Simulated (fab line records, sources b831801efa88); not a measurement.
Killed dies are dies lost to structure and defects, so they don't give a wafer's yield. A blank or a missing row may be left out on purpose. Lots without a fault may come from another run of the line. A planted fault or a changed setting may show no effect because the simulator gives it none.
fab line records | flow sky130
record lots=5 wafers=15 last_day=50
route steps=708 shown LDD_P@263 LDD_HVN@267 LDD_HVP@278 LDD_LDN@289
lots that met no fault: from a run of the same line without faults
start_h: hours from the record's first day to the start of the lot's first wafer shown | wait_h: hours since the lot's step before | " the same as in the row above | L1.1+2: a row that stands for several wafers | - no value, or no start given | * or withheld: withheld | < > ~ a bound
route shown NAME@n: a module of which the file shows steps, and the number in the route of the first | usual: mean/standard deviation of fault-free wafers | same: alike in all rows | chamber/n: place in a boat | sites: the reading at each site | _std_site: their standard deviation | _edge_site: outer sites' mean less inner sites' | radius_mm: how far each site lies from the wafer's centre | mask NAME#n: copy n | behind: the tool/chamber that last shaped the wafer | hold: why the lot was held/for how many hours/how that ended | device: the transistor (n, p or np) that didn't switch | end of line: the same wafers' tests at the end of the route | a step without rows: its recipe alone | killed: dies lost to structure and defects at the first sort, not the wafer's yield | map: a wafer's dies, x killed, . not, _ none there
set.NAME: the setting as run; set.NAME@STEP: as run at that earlier step | model.NAME: the simulator's own value behind a step, which no gauge read
lots at some steps of the route; a table a step, a row a wafer
services: from which hour (start_h, from the record's first day; less than 0 if before it) a tool's chamber was out of use, for how many hours, and why
## steps
# step SKY_LDD_P_OVL_MEAS_08
# usual LDD_P_OVL=0.0/1.4
# columns lot.wafer tool chamber start_h wait_h LDD_P_OVL[nm]
L075.1 overlay-01 - 439.83 0.1 0.1
L075.4 " - " " 1.2
L075.5 " - " " 0.5
L080.3 overlay-02 - 497.55 0.1 -0.4
L080.4 " - " " -1.0
L080.6 " - " " -0.9
L081.2 overlay-02 - 501.17 0.1 0.2
L081.3 " - " " 1.0
L081.5 " - " " 1.4
L091.3 overlay-02 - 582.47 0.1 -1.0
L091.5 " - " " 0.9
L091.6 " - " " -1.2
L097.3 overlay-02 - 637.40 0.1 1.7
L097.4 " - " " 0.0
L097.5 " - " " 0.0
# step SKY_LDD_P_IMPLANT_09
# recipe species=BF2 energy_kev=25 dose_cm2=1e+13 tilt_deg=withheld
# usual beam_energy_keV=25.000/0.0082
# columns lot.wafer tool chamber start_h wait_h beam_energy_keV
L075.1 implanter-03 0 439.87 0.0 24.989
L075.4 " 0 " " 25.015
L075.5 " 0 " " 24.996
L080.3 implanter-02 0 497.62 0.1 24.996
L080.4 " 0 " " 24.993
L080.6 " 0 " " 24.996
L081.2 implanter-04 0 501.22 0.0 25.010
L081.3 " 0 " " 24.993
L081.5 " 0 " " 24.991
L091.3 implanter-04 0 582.55 0.1 25.002
L091.5 " 0 " " 25.004
L091.6 " 0 " " 25.007
L097.3 implanter-02 0 637.47 0.1 25.005
L097.4 " 0 " " 24.998
L097.5 " 0 " " 25.009
# step SKY_LDD_P_STRIP_10
# recipe chemistry=O2/N2 power_w=1400 pressure_mtorr=1500 platen_temp_c=withheld o2_flow_sccm=3000 n2_flow_sccm=300 overash_fraction=0.5
# usual drypump_motor_current_A=5.7/0.53 oes_product_au=0.716/0.0046 strip_time_to_endpoint_s=14.17/0.033
# columns lot.wafer tool chamber start_h wait_h drypump_motor_current_A oes_product_au rf_hours_counter_h strip_time_to_endpoint_s
L075.1 plasma_asher-04 0 440.02 0.1 5.2 0.717 1 14.20
L075.4 " 0 " " 5.2 0.718 - 14.13
L075.5 " 1 " " 5.9 0.717 - 14.15
L080.3 plasma_asher-03 1 497.75 0.1 5.3 0.711 - 14.16
L080.4 " 0 " " 5.2 0.722 - 14.17
L080.6 " 1 " " 5.3 0.713 - 14.16
L081.2 plasma_asher-04 0 501.35 0.1 5.2 0.722 7 14.14
L081.3 " 1 " " 5.9 0.716 - 14.18
L081.5 " 0 " " 5.2 0.714 - 14.15
L091.3 plasma_asher-04 1 582.68 0.1 5.9 0.720 - 14.17
L091.5 " 1 " " 5.9 0.717 - 14.25
L091.6 " 0 " " 5.2 0.716 - 14.16
L097.3 plasma_asher-01 0 637.60 0.1 5.8 0.706 - 14.22
L097.4 " 1 " " 6.7 0.714 - 14.21
L097.5 " 1 " " 6.7 0.719 - 14.23
# step SKY_LDD_P_TW_MEAS_11
# usual LDD_P_TW=645/7.8
# columns lot.wafer tool chamber start_h wait_h LDD_P_TW
L075.1 film_metro-01 - 440.12 0.1 652
L075.4 " - " " 657
L075.5 " - " " 659
L080.3 film_metro-01 - 497.84 0.1 653
L080.4 " - " " 654
L080.6 " - " " 657
L081.2 film_metro-03 - 501.46 0.1 640
L081.3 " - " " 639
L081.5 " - " " 644
L091.3 film_metro-03 - 582.77 0.1 634
L091.5 " - " " 636
L091.6 " - " " 637
L097.3 film_metro-03 - 637.69 0.1 641
L097.4 " - " " 641
L097.5 " - " " 636
# step SKY_LDD_HVN_DEHYDRATE_00
# recipe temp_c=200 time_s=60
# usual chill_plate_temp_C=22.97/0.099
# columns lot.wafer tool chamber start_h wait_h chill_plate_temp_C
L075.1 litho_track-03 0 454.96 14.8 22.89
L075.4 " 0 " " 23.04
L075.5 " 0 " " 22.80
L080.3 litho_track-03 0 512.66 14.8 23.06
L080.4 " 0 " " 22.96
L080.6 " 0 " " 23.11
L081.2 litho_track-02 0 516.49 15.0 22.91
L081.3 " 0 " " 22.94
L081.5 " 0 " " 23.07
L091.3 litho_track-02 0 596.66 13.9 23.00
L091.5 " 0 " " 22.91
L091.6 " 0 " " 23.07
L097.3 litho_track-01 0 651.19 13.5 23.23
L097.4 " 0 " " 23.12
L097.5 " 0 " " 23.10
# step SKY_LDD_HVN_HMDS_01
# recipe prime_time_s=60 prime_temp_c=120
# usual chill_plate_temp_C=22.98/0.099
# columns lot.wafer tool chamber start_h wait_h chill_plate_temp_C
L075.1 litho_track-03 0 455.11 0.1 22.96
L075.4 " 0 " " 23.22
L075.5 " 0 " " 22.99
L080.3 litho_track-03 0 512.81 0.1 22.88
L080.4 " 0 " " 22.92
L080.6 " 0 " " 23.00
L081.2 litho_track-02 0 516.64 0.1 22.91
L081.3 " 0 " " 22.87
L081.5 " 0 " " 22.80
L091.3 litho_track-02 0 596.81 0.1 23.15
L091.5 " 0 " " 23.09
L091.6 " 0 " " 22.89
L097.3 litho_track-01 0 651.34 0.1 23.02
L097.4 " 0 " " 22.81
L097.5 " 0 " " 23.14
# step SKY_LDD_HVN_COAT_02
# recipe resist=NOVOLAK spin_rpm=3000 resist_thk_nm=300
# usual chill_plate_temp_C=23.00/0.11 dispense_pressure_kPa=50.9/0.99
# columns lot.wafer tool chamber start_h wait_h chill_plate_temp_C dispense_pressure_kPa
L075.1 litho_track-03 0 455.26 0.1 23.00 51.3
L075.4 " 0 " " 23.14 51.3
L075.5 " 0 " " 23.04 51.3
L080.3 litho_track-03 0 512.96 0.1 22.72 51.3
L080.4 " 0 " " 22.89 51.3
L080.6 " 0 " " 22.72 51.2
L081.2 litho_track-02 0 516.79 0.1 22.99 51.7
L081.3 " 0 " " 22.86 51.7
L081.5 " 0 " " 22.89 51.7
L091.3 litho_track-02 0 596.96 0.1 23.14 51.7
L091.5 " 0 " " 22.94 51.7
L091.6 " 0 " " 23.09 51.7
L097.3 litho_track-01 0 651.49 0.1 23.07 49.2
L097.4 " 0 " " 23.07 49.2
L097.5 " 0 " " 22.94 49.2
# step SKY_LDD_HVN_SOFTBAKE_03
# recipe temp_c=90 time_s=60 resist=NOVOLAK
# usual chill_plate_temp_C=22.97/0.1
# columns lot.wafer tool chamber start_h wait_h chill_plate_temp_C
L075.1 litho_track-03 0 455.41 0.1 23.07
L075.4 " 0 " " 23.10
L075.5 " 0 " " 23.10
L080.3 litho_track-03 0 513.11 0.1 22.97
L080.4 " 0 " " 23.15
L080.6 " 0 " " 23.04
L081.2 litho_track-02 0 516.94 0.1 23.23
L081.3 " 0 " " 23.09
L081.5 " 0 " " 22.96
L091.3 litho_track-02 0 597.11 0.1 23.11
L091.5 " 0 " " 23.03
L091.6 " 0 " " 23.05
L097.3 litho_track-01 0 651.64 0.1 22.94
L097.4 " 0 " " 22.90
L097.5 " 0 " " 22.93
# step SKY_LDD_HVN_EXPOSE_04
# recipe mask_id=HVNTM na=0.6 source_shape=conventional sigma_outer=0.6 polarization=unpolarized target_cd_nm=700 dose_mj=127
# columns lot.wafer tool chamber start_h wait_h mask
L075.1+4+5 iline_stepper-01 0 - - HVNTM#0
L080.3+4+6 iline_stepper-01 0 - - HVNTM#0
L081.2+3+5 iline_stepper-01 0 - - HVNTM#0
L091.3+5+6 iline_stepper-02 0 - - HVNTM#0
L097.3+4+5 iline_stepper-02 0 - - HVNTM#0
# step SKY_LDD_HVN_PEB_05
# recipe temp_c=withheld time_s=* resist=NOVOLAK
# usual chill_plate_temp_C=*
# columns lot.wafer tool chamber start_h wait_h chill_plate_temp_C
L075.1 litho_track-02 0 - - *
L075.4 " 0 " " *
L075.5 " 0 " " *
L080.3 litho_track-01 0 - - *
L080.4 " 0 " " *
L080.6 " 0 " " *
L081.2 litho_track-02 0 - - *
L081.3 " 0 " " *
L081.5 " 0 " " *
L091.3 litho_track-03 0 - - *
L091.5 " 0 " " *
L091.6 " 0 " " *
L097.3 litho_track-02 0 - - *
L097.4 " 0 " " *
L097.5 " 0 " " *
# step SKY_LDD_HVN_DEVELOP_06
# recipe resist=NOVOLAK developer=TMAH develop_time_s=60 dev_temp_c=23
# usual chill_plate_temp_C=22.99/0.098
# columns lot.wafer tool chamber start_h wait_h chill_plate_temp_C
L075.1 litho_track-02 0 470.86 0.1 22.95
L075.4 " 0 " " 23.07
L075.5 " 0 " " 23.13
L080.3 litho_track-01 0 528.24 0.1 22.81
L080.4 " 0 " " 22.99
L080.6 " 0 " " 22.94
L081.2 litho_track-02 0 531.34 0.1 22.97
L081.3 " 0 " " 22.94
L081.5 " 0 " " 23.04
L091.3 litho_track-03 0 612.11 0.1 23.16
L091.5 " 0 " " 23.07
L091.6 " 0 " " 23.03
L097.3 litho_track-02 0 665.86 0.1 23.10
L097.4 " 0 " " 22.97
L097.5 " 0 " " 23.05
# step SKY_LDD_HVN_OVL_MEAS_07
# usual LDD_HVN_OVL=0.5/1.3
# columns lot.wafer tool chamber start_h wait_h LDD_HVN_OVL[nm]
L075.1 overlay-01 - 471.01 0.1 1.1
L075.4 " - " " 0.6
L075.5 " - " " 1.7
L080.3 overlay-01 - 528.35 0.1 0.7
L080.4 " - " " 0.4
L080.6 " - " " -0.2
L081.2 overlay-01 - 531.47 0.1 0.6
L081.3 " - " " 0.1
L081.5 " - " " 0.1
L091.3 overlay-02 - 612.22 0.1 -0.2
L091.5 " - " " -1.5
L091.6 " - " " -0.2
L097.3 overlay-02 - 665.98 0.1 -2.6
L097.4 " - " " -1.8
L097.5 " - " " -1.2
# step SKY_LDD_HVN_IMPLANT_08
# recipe species=P energy_kev=60 dose_cm2=3e+13 tilt_deg=40
# usual beam_energy_keV=60.003/0.02
# columns lot.wafer tool chamber start_h wait_h beam_energy_keV
L075.1 implanter-02 0 471.05 0.0 60.019
L075.4 " 0 " " 60.012
L075.5 " 0 " " 59.991
L080.3 implanter-03 0 528.43 0.1 59.994
L080.4 " 0 " " 60.003
L080.6 " 0 " " 60.015
L081.2 implanter-03 0 531.52 0.0 60.013
L081.3 " 0 " " 60.000
L081.5 " 0 " " 59.989
L091.3 implanter-02 0 612.30 0.1 60.015
L091.5 " 0 " " 59.977
L091.6 " 0 " " 59.990
L097.3 implanter-03 0 666.06 0.1 60.012
L097.4 " 0 " " 60.024
L097.5 " 0 " " 59.996
# step SKY_LDD_HVN_STRIP_09
# recipe chemistry=O2/N2 power_w=1400 pressure_mtorr=1500 platen_temp_c=withheld o2_flow_sccm=3000 n2_flow_sccm=300 overash_fraction=0.5
# usual drypump_motor_current_A=5.6/0.3 oes_product_au=0.408/0.0044 strip_time_to_endpoint_s=4.137/0.015
# columns lot.wafer tool chamber start_h wait_h drypump_motor_current_A oes_product_au rf_hours_counter_h strip_time_to_endpoint_s
L075.1 plasma_asher-02 0 471.20 0.1 5.9 0.407 36 4.147
L075.4 " 0 " " 5.9 0.405 - 4.148
L075.5 " 0 " " 5.9 0.409 - 4.150
L080.3 plasma_asher-04 1 528.56 0.1 5.9 0.408 - 4.134
L080.4 " 0 " " 5.2 0.408 - 4.120
L080.6 " 1 " " 5.9 0.407 - 4.140
L081.2 plasma_asher-03 1 531.65 0.1 5.3 0.412 81 4.150
L081.3 " 0 " " 5.3 0.409 - 4.145
L081.5 " 0 " " 5.3 0.408 - 4.155
L091.3 plasma_asher-03 1 612.43 0.1 5.3 0.409 - 4.139
L091.5 " 0 " " 5.3 0.407 - 4.137
L091.6 " 1 " " 5.3 0.414 - 4.138
L097.3 plasma_asher-03 0 666.20 0.1 5.2 0.407 - 4.143
L097.4 " 1 " " 5.4 0.407 - 4.165
L097.5 " 1 " " 5.3 0.413 - 4.150
# step SKY_LDD_HVN_TW_MEAS_10
# usual LDD_HVN_TW=1463/20
# columns lot.wafer tool chamber start_h wait_h LDD_HVN_TW
L075.1 film_metro-04 - 471.30 0.1 1427
L075.4 " - " " 1441
L075.5 " - " " 1442
L080.3 film_metro-04 - 528.65 0.1 1431
L080.4 " - " " 1422
L080.6 " - " " 1427
L081.2 film_metro-01 - 531.76 0.1 1476
L081.3 " - " " 1491
L081.5 " - " " 1475
L091.3 film_metro-01 - 612.52 0.1 1467
L091.5 " - " " 1472
L091.6 " - " " 1475
L097.3 film_metro-04 - 666.28 0.1 1439
L097.4 " - " " 1435
L097.5 " - " " 1439
# step SKY_LDD_HVP_DEHYDRATE_00
# recipe temp_c=200 time_s=60
# usual chill_plate_temp_C=22.99/0.11
# columns lot.wafer tool chamber start_h wait_h chill_plate_temp_C
L075.1 litho_track-03 0 485.46 14.2 22.97
L075.4 " 0 " " 23.08
L075.5 " 0 " " 22.96
L080.3 litho_track-03 0 543.56 14.9 22.96
L080.4 " 0 " " 22.87
L080.6 " 0 " " 22.91
L081.2 litho_track-01 0 546.72 14.9 22.99
L081.3 " 0 " " 23.09
L081.5 " 0 " " 23.14
L091.3 litho_track-04 0 626.44 13.9 23.06
L091.5 " 0 " " 23.19
L091.6 " 0 " " 23.20
L097.3 litho_track-01 0 679.74 13.5 23.02
L097.4 " 0 " " 23.12
L097.5 " 0 " " 22.88
# step SKY_LDD_HVP_HMDS_01
# recipe prime_time_s=60 prime_temp_c=120
# usual chill_plate_temp_C=22.97/0.12
# columns lot.wafer tool chamber start_h wait_h chill_plate_temp_C
L075.1 litho_track-03 0 485.61 0.1 23.03
L075.4 " 0 " " 22.92
L075.5 " 0 " " 23.14
L080.3 litho_track-03 0 543.71 0.1 23.00
L080.4 " 0 " " 22.82
L080.6 " 0 " " 22.70
L081.2 litho_track-01 0 546.87 0.1 22.91
L081.3 " 0 " " 22.91
L081.5 " 0 " " 22.90
L091.3 litho_track-04 0 626.59 0.1 23.02
L091.5 " 0 " " 23.10
L091.6 " 0 " " 23.04
L097.3 litho_track-01 0 679.89 0.1 23.22
L097.4 " 0 " " 23.14
L097.5 " 0 " " 23.18
# step SKY_LDD_HVP_COAT_02
# recipe resist=NOVOLAK spin_rpm=3000 resist_thk_nm=300
# usual chill_plate_temp_C=22.98/0.11 dispense_pressure_kPa=49.3/1.5
# columns lot.wafer tool chamber start_h wait_h chill_plate_temp_C dispense_pressure_kPa
L075.1 litho_track-03 0 485.76 0.1 22.86 51.3
L075.4 " 0 " " 22.93 51.2
L075.5 " 0 " " 23.20 51.3
L080.3 litho_track-03 0 543.86 0.1 22.85 51.3
L080.4 " 0 " " 23.01 51.3
L080.6 " 0 " " 22.98 51.3
L081.2 litho_track-01 0 547.02 0.1 22.99 49.2
L081.3 " 0 " " 23.02 49.2
L081.5 " 0 " " 22.87 49.2
L091.3 litho_track-04 0 626.74 0.1 22.81 47.5
L091.5 " 0 " " 22.82 47.5
L091.6 " 0 " " 23.13 47.5
L097.3 litho_track-01 0 680.04 0.1 22.94 49.2
L097.4 " 0 " " 23.05 49.2
L097.5 " 0 " " 22.96 49.2
# step SKY_LDD_HVP_SOFTBAKE_03
# recipe temp_c=90 time_s=60 resist=NOVOLAK
# usual chill_plate_temp_C=22.98/0.11
# columns lot.wafer tool chamber start_h wait_h chill_plate_temp_C
L075.1 litho_track-03 0 485.91 0.1 22.97
L075.4 " 0 " " 23.00
L075.5 " 0 " " 22.89
L080.3 litho_track-03 0 544.01 0.1 22.97
L080.4 " 0 " " 22.82
L080.6 " 0 " " 22.99
L081.2 litho_track-01 0 547.17 0.1 23.07
L081.3 " 0 " " 22.98
L081.5 " 0 " " 22.86
L091.3 litho_track-04 0 626.89 0.1 22.95
L091.5 " 0 " " 22.99
L091.6 " 0 " " 22.96
L097.3 litho_track-01 0 680.19 0.1 23.08
L097.4 " 0 " " 23.05
L097.5 " 0 " " 23.02
# step SKY_LDD_HVP_EXPOSE_04
# recipe mask_id=HVPTM na=0.6 source_shape=conventional sigma_outer=0.6 polarization=unpolarized target_cd_nm=700 dose_mj=86
# columns lot.wafer tool chamber start_h wait_h mask
L075.1+4+5 iline_stepper-02 0 - - HVPTM#0
L080.3+4+6 iline_stepper-01 0 - - HVPTM#0
L081.2+3+5 iline_stepper-01 0 - - HVPTM#0
L091.3+5+6 iline_stepper-02 0 - - HVPTM#0
L097.3+4+5 iline_stepper-01 0 - - HVPTM#0
# step SKY_LDD_HVP_PEB_05
# recipe temp_c=withheld time_s=* resist=NOVOLAK
# usual chill_plate_temp_C=*
# columns lot.wafer tool chamber start_h wait_h chill_plate_temp_C
L075.1 litho_track-03 0 - - *
L075.4 " 0 " " *
L075.5 " 0 " " *
L080.3 litho_track-01 0 - - *
L080.4 " 0 " " *
L080.6 " 0 " " *
L081.2 litho_track-03 0 - - *
L081.3 " 0 " " *
L081.5 " 0 " " *
L091.3 litho_track-01 0 - - *
L091.5 " 0 " " *
L091.6 " 0 " " *
L097.3 litho_track-03 0 - - *
L097.4 " 0 " " *
L097.5 " 0 " " *
# step SKY_LDD_HVP_DEVELOP_06
# recipe resist=NOVOLAK developer=TMAH develop_time_s=60 dev_temp_c=23
# usual chill_plate_temp_C=22.99/0.097
# columns lot.wafer tool chamber start_h wait_h chill_plate_temp_C
L075.1 litho_track-03 0 500.86 0.1 22.87
L075.4 " 0 " " 23.02
L075.5 " 0 " " 22.89
L080.3 litho_track-01 0 558.04 0.1 23.04
L080.4 " 0 " " 23.14
L080.6 " 0 " " 22.92
L081.2 litho_track-03 0 561.54 0.1 23.04
L081.3 " 0 " " 22.99
L081.5 " 0 " " 22.96
L091.3 litho_track-01 0 641.44 0.1 23.10
L091.5 " 0 " " 23.22
L091.6 " 0 " " 23.11
L097.3 litho_track-03 0 693.96 0.1 23.11
L097.4 " 0 " " 23.00
L097.5 " 0 " " 22.91
# step SKY_LDD_HVP_OVL_MEAS_07
# usual LDD_HVP_OVL=1.8/1.5
# columns lot.wafer tool chamber start_h wait_h LDD_HVP_OVL[nm]
L075.1 overlay-01 - 501.01 0.1 2.1
L075.4 " - " " 0.6
L075.5 " - " " 2.6
L080.3 overlay-01 - 558.15 0.1 2.5
L080.4 " - " " 2.5
L080.6 " - " " 4.0
L081.2 overlay-02 - 561.67 0.1 2.9
L081.3 " - " " 3.7
L081.5 " - " " 2.2
L091.3 overlay-01 - 641.55 0.1 0.0
L091.5 " - " " -0.4
L091.6 " - " " 0.6
L097.3 overlay-01 - 694.07 0.1 1.8
L097.4 " - " " 1.1
L097.5 " - " " 2.1
# step SKY_LDD_HVP_IMPLANT_08
# recipe species=B energy_kev=20 dose_cm2=1.7e+13 tilt_deg=17.9
# usual beam_energy_keV=20.000/0.0059
# columns lot.wafer tool chamber start_h wait_h beam_energy_keV
L075.1 implanter-01 0 501.05 0.0 20.001
L075.4 " 0 " " 20.003
L075.5 " 0 " " 20.004
L080.3 implanter-04 0 558.23 0.1 20.005
L080.4 " 0 " " 19.995
L080.6 " 0 " " 19.990
L081.2 implanter-04 0 561.72 0.0 20.002
L081.3 " 0 " " 20.000
L081.5 " 0 " " 20.000
L091.3 implanter-04 0 641.63 0.1 19.997
L091.5 " 0 " " 20.005
L091.6 " 0 " " 19.998
L097.3 implanter-01 0 694.15 0.1 20.004
L097.4 " 0 " " 19.999
L097.5 " 0 " " 20.000
# step SKY_LDD_HVP_STRIP_09
# recipe chemistry=O2/N2 power_w=1400 pressure_mtorr=1500 platen_temp_c=withheld o2_flow_sccm=3000 n2_flow_sccm=300 overash_fraction=0.5
# usual drypump_motor_current_A=5.8/0.49 oes_product_au=0.408/0.0046 strip_time_to_endpoint_s=4.133/0.012
# columns lot.wafer tool chamber start_h wait_h drypump_motor_current_A oes_product_au rf_hours_counter_h strip_time_to_endpoint_s
L075.1 plasma_asher-02 1 501.20 0.1 5.7 0.407 39 4.131
L075.4 " 1 " " 5.7 0.407 - 4.138
L075.5 " 0 " " 5.9 0.402 - 4.124
L080.3 plasma_asher-01 1 558.36 0.1 6.7 0.403 - 4.121
L080.4 " 0 " " 5.8 0.406 - 4.140
L080.6 " 0 " " 5.8 0.407 - 4.150
L081.2 plasma_asher-04 0 561.85 0.1 5.2 0.408 13 4.118
L081.3 " 0 " " 5.2 0.404 - 4.103
L081.5 " 1 " " 5.9 0.405 - 4.113
L091.3 plasma_asher-02 1 641.76 0.1 5.7 0.409 - 4.122
L091.5 " 1 " " 5.8 0.409 - 4.130
L091.6 " 0 " " 6.0 0.412 - 4.131
L097.3 plasma_asher-04 0 694.28 0.1 5.2 0.410 - 4.160
L097.4 " 1 " " 5.9 0.404 - 4.127
L097.5 " 1 " " 5.9 0.410 - 4.160
# step SKY_LDD_HVP_TW_MEAS_10
# usual LDD_HVP_TW=458/3.1
# columns lot.wafer tool chamber start_h wait_h LDD_HVP_TW
L075.1 film_metro-04 - 501.30 0.1 457
L075.4 " - " " 459
L075.5 " - " " 458
L080.3 film_metro-03 - 558.45 0.1 457
L080.4 " - " " 457
L080.6 " - " " 457
L081.2 film_metro-02 - 561.96 0.1 464
L081.3 " - " " 466
L081.5 " - " " 464
L091.3 film_metro-02 - 641.85 0.1 461
L091.5 " - " " 462
L091.6 " - " " 462
L097.3 film_metro-04 - 694.37 0.1 461
L097.4 " - " " 457
L097.5 " - " " 459
# step SKY_LDD_LDN_DEHYDRATE_00
# recipe temp_c=200 time_s=60
# usual chill_plate_temp_C=23.03/0.1
# columns lot.wafer tool chamber start_h wait_h chill_plate_temp_C
L075.1 litho_track-03 0 516.11 14.8 23.02
L075.4 " 0 " " 23.06
L075.5 " 0 " " 23.15
L080.3 litho_track-04 0 572.74 14.3 22.94
L080.4 " 0 " " 23.19
L080.6 " 0 " " 22.95
L081.2 litho_track-03 0 576.74 14.8 22.99
L081.3 " 0 " " 22.89
L081.5 " 0 " " 22.85
L091.3 litho_track-03 0 655.26 13.4 22.90
L091.5 " 0 " " 22.95
L091.6 " 0 " " 23.08
L097.3 litho_track-03 0 707.61 13.2 23.07
L097.4 " 0 " " 23.13
L097.5 " 0 " " 23.06
# step SKY_LDD_LDN_HMDS_01
# recipe prime_time_s=60 prime_temp_c=120
# usual chill_plate_temp_C=23.00/0.091
# columns lot.wafer tool chamber start_h wait_h chill_plate_temp_C
L075.1 litho_track-03 0 516.26 0.1 23.07
L075.4 " 0 " " 22.99
L075.5 " 0 " " 22.98
L080.3 litho_track-04 0 572.89 0.1 22.88
L080.4 " 0 " " 22.87
L080.6 " 0 " " 22.91
L081.2 litho_track-03 0 576.89 0.1 22.92
L081.3 " 0 " " 23.01
L081.5 " 0 " " 23.09
L091.3 litho_track-03 0 655.41 0.1 23.11
L091.5 " 0 " " 23.08
L091.6 " 0 " " 22.93
L097.3 litho_track-03 0 707.76 0.1 23.00
L097.4 " 0 " " 22.98
L097.5 " 0 " " 22.94
# step SKY_LDD_LDN_COAT_02
# recipe resist=NOVOLAK spin_rpm=3000 resist_thk_nm=1140
# usual chill_plate_temp_C=23.00/0.11 dispense_pressure_kPa=50.0/1.9
# columns lot.wafer tool chamber start_h wait_h chill_plate_temp_C dispense_pressure_kPa
L075.1 litho_track-03 0 516.41 0.1 23.07 51.3
L075.4 " 0 " " 22.86 51.3
L075.5 " 0 " " 22.92 51.2
L080.3 litho_track-04 0 573.04 0.1 23.21 47.5
L080.4 " 0 " " 23.18 47.5
L080.6 " 0 " " 23.10 47.6
L081.2 litho_track-03 0 577.04 0.1 22.94 51.3
L081.3 " 0 " " 23.05 51.3
L081.5 " 0 " " 22.93 51.3
L091.3 litho_track-03 0 655.56 0.1 23.09 51.2
L091.5 " 0 " " 23.18 51.3
L091.6 " 0 " " 23.03 51.3
L097.3 litho_track-03 0 707.91 0.1 22.91 51.3
L097.4 " 0 " " 23.02 51.3
L097.5 " 0 " " 23.06 51.3
# step SKY_LDD_LDN_SOFTBAKE_03
# recipe temp_c=90 time_s=60 resist=NOVOLAK
# usual chill_plate_temp_C=22.99/0.11
# columns lot.wafer tool chamber start_h wait_h chill_plate_temp_C
L075.1 litho_track-03 0 516.56 0.1 23.03
L075.4 " 0 " " 22.84
L075.5 " 0 " " 22.96
L080.3 litho_track-04 0 573.19 0.1 22.88
L080.4 " 0 " " 22.98
L080.6 " 0 " " 22.83
L081.2 litho_track-03 0 577.19 0.1 23.06
L081.3 " 0 " " 22.86
L081.5 " 0 " " 23.03
L091.3 litho_track-03 0 655.71 0.1 22.89
L091.5 " 0 " " 22.87
L091.6 " 0 " " 23.03
L097.3 litho_track-03 0 708.06 0.1 23.13
L097.4 " 0 " " 23.05
L097.5 " 0 " " 23.09
# step SKY_LDD_LDN_EXPOSE_04
# recipe mask_id=LDNTM na=0.6 source_shape=conventional sigma_outer=0.6 polarization=unpolarized target_cd_nm=700 dose_mj=140
# columns lot.wafer tool chamber start_h wait_h mask
L075.1+4+5 iline_stepper-02 0 - - LDNTM#0
L080.3+4+6 iline_stepper-01 0 - - LDNTM#0
L081.2+3+5 iline_stepper-02 0 - - LDNTM#0
L091.3+5+6 iline_stepper-01 0 - - LDNTM#0
L097.3+4+5 iline_stepper-01 0 - - LDNTM#0
# step SKY_LDD_LDN_PEB_05
# recipe temp_c=withheld time_s=* resist=NOVOLAK
# usual chill_plate_temp_C=*
# columns lot.wafer tool chamber start_h wait_h chill_plate_temp_C
L075.1 litho_track-03 0 - - *
L075.4 " 0 " " *
L075.5 " 0 " " *
L080.3 litho_track-04 0 - - *
L080.4 " 0 " " *
L080.6 " 0 " " *
L081.2 litho_track-02 0 - - *
L081.3 " 0 " " *
L081.5 " 0 " " *
L091.3 litho_track-04 0 - - *
L091.5 " 0 " " *
L091.6 " 0 " " *
L097.3 litho_track-04 0 - - *
L097.4 " 0 " " *
L097.5 " 0 " " *
# step SKY_LDD_LDN_DEVELOP_06
# recipe resist=NOVOLAK developer=TMAH develop_time_s=60 dev_temp_c=23
# usual chill_plate_temp_C=23.01/0.097
# columns lot.wafer tool chamber start_h wait_h chill_plate_temp_C
L075.1 litho_track-03 0 531.31 0.1 23.11
L075.4 " 0 " " 23.08
L075.5 " 0 " " 23.17
L080.3 litho_track-04 0 587.24 0.1 22.92
L080.4 " 0 " " 23.08
L080.6 " 0 " " 23.08
L081.2 litho_track-02 0 591.09 0.1 23.00
L081.3 " 0 " " 22.97
L081.5 " 0 " " 22.89
L091.3 litho_track-04 0 669.29 0.1 22.84
L091.5 " 0 " " 23.08
L091.6 " 0 " " 22.81
L097.3 litho_track-04 0 721.64 0.1 23.14
L097.4 " 0 " " 23.02
L097.5 " 0 " " 23.23
# step SKY_LDD_LDN_OVL_MEAS_07
# usual LDD_LDN_OVL=-0.5/1.4
# columns lot.wafer tool chamber start_h wait_h LDD_LDN_OVL[nm]
L075.1 overlay-02 - 531.46 0.1 1.4
L075.4 " - " " 1.1
L075.5 " - " " -0.4
L080.3 overlay-02 - 587.35 0.1 0.6
L080.4 " - " " 0.7
L080.6 " - " " 1.2
L081.2 overlay-01 - 591.22 0.1 -0.7
L081.3 " - " " 0.5
L081.5 " - " " 0.3
L091.3 overlay-02 - 669.40 0.1 1.5
L091.5 " - " " 0.2
L091.6 " - " " -1.7
L097.3 overlay-02 - 721.75 0.1 -0.8
L097.4 " - " " -0.6
L097.5 " - " " -0.1
# step SKY_LDD_LDN_IMPLANT_08
# recipe species=As energy_kev=15 dose_cm2=1.25e+13 tilt_deg=withheld rotation_deg=23
# usual beam_energy_keV=14.999/0.0052
# columns lot.wafer tool chamber start_h wait_h beam_energy_keV
L075.1 implanter-04 0 531.50 0.0 14.998
L075.4 " 0 " " 14.987
L075.5 " 0 " " 14.999
L080.3 implanter-04 0 587.43 0.1 14.998
L080.4 " 0 " " 15.010
L080.6 " 0 " " 15.002
L081.2 implanter-03 0 591.28 0.0 15.001
L081.3 " 0 " " 14.998
L081.5 " 0 " " 15.001
L091.3 implanter-01 0 669.48 0.1 14.996
L091.5 " 0 " " 14.996
L091.6 " 0 " " 15.002
L097.3 implanter-04 0 721.83 0.1 15.000
L097.4 " 0 " " 15.001
L097.5 " 0 " " 14.999
## services
# columns tool chamber start_h hours kind
plasma_asher-04 - 421.25 9.0 pm
iline_stepper-01 - 431.20 5.4 repair
iline_stepper-02 - 436.56 4.4 pm
implanter-03 - 449.07 0.5 repair
implanter-04 - 459.57 2.6 repair
implanter-04 - 469.28 5.0 pm
iline_stepper-02 - 476.40 1.7 pm
implanter-03 - 481.71 5.8 pm
implanter-02 - 487.20 2.9 pm
implanter-02 - 493.67 2.5 repair
iline_stepper-01 - 500.83 3.8 repair
iline_stepper-01 - 537.37 6.3 repair
implanter-03 - 573.51 1.0 repair
iline_stepper-01 - 579.82 1.7 pm
plasma_asher-03 - 592.93 2.7 repair
iline_stepper-01 - 612.98 4.4 pm
implanter-04 - 640.14 0.6 repair
implanter-04 - 659.48 2.4 repair
implanter-04 - 668.94 2.1 repair
iline_stepper-02 - 673.51 18.8 repair
implanter-03 - 685.87 1.5 repair
iline_stepper-02 - 694.58 1.7 pm
plasma_asher-04 - 698.24 14.6 pm
implanter-04 - 705.93 1.8 repair
## key
fault none
